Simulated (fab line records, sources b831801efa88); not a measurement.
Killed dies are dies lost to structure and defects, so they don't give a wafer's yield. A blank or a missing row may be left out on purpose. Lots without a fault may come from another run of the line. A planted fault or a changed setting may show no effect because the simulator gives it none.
A struck lot beside a sound one | flow gf180mcu | 19 steps out of a route of 602
Sound: wafers L965.1, L965.2, L965.4. Struck: wafers L959.2, L959.4, L959.6. The cause comes at the end.
At each step with rows: each side's tool, then ch and its chambers, then its first start. Under that, the readings that differ: sound wafers | struck wafers | difference of the means | sigmas: that difference in standard deviations of wafers without a fault.
alike: readings whose means differ by less than 2 such deviations, and words and numbers that are the same on both sides. not compared: withheld readings, readings that some wafer has no value for, bounds like >300 that may hide the same value, and numbers for which the record gives no deviation and whose values overlap.
The two part at a step that has a row with sigmas, a row that says differs or no value, or rows on one side only. Numbers that don't overlap but have no deviation are shown without sigmas and don't part them. A reading that every wafer of one side lacks parts them only if that side has two wafers or more.

first, 1 step without rows for these wafers: GF_STI_CVD_23 (deposits SiO2, target thk 650 nm, time 108.3 s).
GF_STI_THK_MEAS_24:
  sound on film_metro-03, day 3 20:35; struck on film_metro-01, day 2 16:47
  alike: STI_CVD_23_THK
GF_STI_CMP_25: polishes, stops on Si3N4, t overpolish 33 s, target thk 524.6 nm.
  sound on cmp-01 ch 0,1,3, day 3 20:40; struck on cmp-01 ch 1,3, day 2 16:53
  alike: motor_current_A, overpolish_run_s, time_to_endpoint_s
then, 4 steps without rows for these wafers: GF_STI_WET_ETCH_26 (etches SiO2 in dHF, target depth 94 nm, time 188 s); GF_STI_WET_ETCH_27 (etches Si3N4 in H3PO4, target depth 160 nm, time 1825 s); GF_STI_WET_ETCH_28 (etches SiO2 in dHF, target depth 20 nm, time 40 s); GF_STI_OXIDATION_29 (stabilise 600 s, purge 300 s, target thk 10 nm).
GF_STI_THK_MEAS_30:
  sound on film_metro-02, day 3 23:00; struck on film_metro-01, day 2 19:17
  alike: STI_OXIDATION_02_THK
then, 4 steps without rows for these wafers: GF_DNWELL_DEHYDRATE_00 (time 60 s); GF_DNWELL_HMDS_01 (prime time 60 s); GF_DNWELL_COAT_02 (resist thk 3000 nm); GF_DNWELL_SOFTBAKE_03.
GF_DNWELL_EXPOSE_04: exposes mask DNWELL, target cd 1700 nm.
  sound on iline_stepper-01 ch 0, day 4 05:33; struck on iline_stepper-01, day 3 01:18
  no value came back on the struck wafers for exposure_dose_mJ_cm2, focus_offset_nm (nm), stage_vel_mm_s (mm/s); on the sound wafers exposure_dose_mJ_cm2 reads 260.34 260.12 260.08
  alike: mask
then, 3 steps without rows for these wafers: GF_DNWELL_PEB_05; GF_DNWELL_DEVELOP_06 (develop time 60 s); GF_DNWELL_IMPLANT_07.
GF_DNWELL_STRIP_08: strips in O2/N2.
  sound on plasma_asher-01 ch 0,1, day 4 12:59; struck on plasma_asher-01 ch 0,1, day 3 08:04
  alike: drypump_motor_current_A, heater_power_w, oes_product_au, strip_time_to_endpoint_s
  not compared: rf_hours_counter_h
GF_DNWELL_TW_MEAS_09:
  sound on film_metro-03, day 4 13:05; struck on film_metro-03, day 3 08:10
  reading   | sound          | struck   | difference | sigmas
  DNWELL_TW | 1341 1334 1336 | 31 31 31 | -1306      | -99 or more
then, 1 step without rows for these wafers: GF_NWELL_DEHYDRATE_00 (time 60 s).

WHERE THEY PART
First at GF_DNWELL_EXPOSE_04; last, within this record, at GF_DNWELL_TW_MEAS_09.

WHY: what the simulator had put in
Skipped step whole: iline_stepper-01, from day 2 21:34 on, at GF_DNWELL_EXPOSE_04. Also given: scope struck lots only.
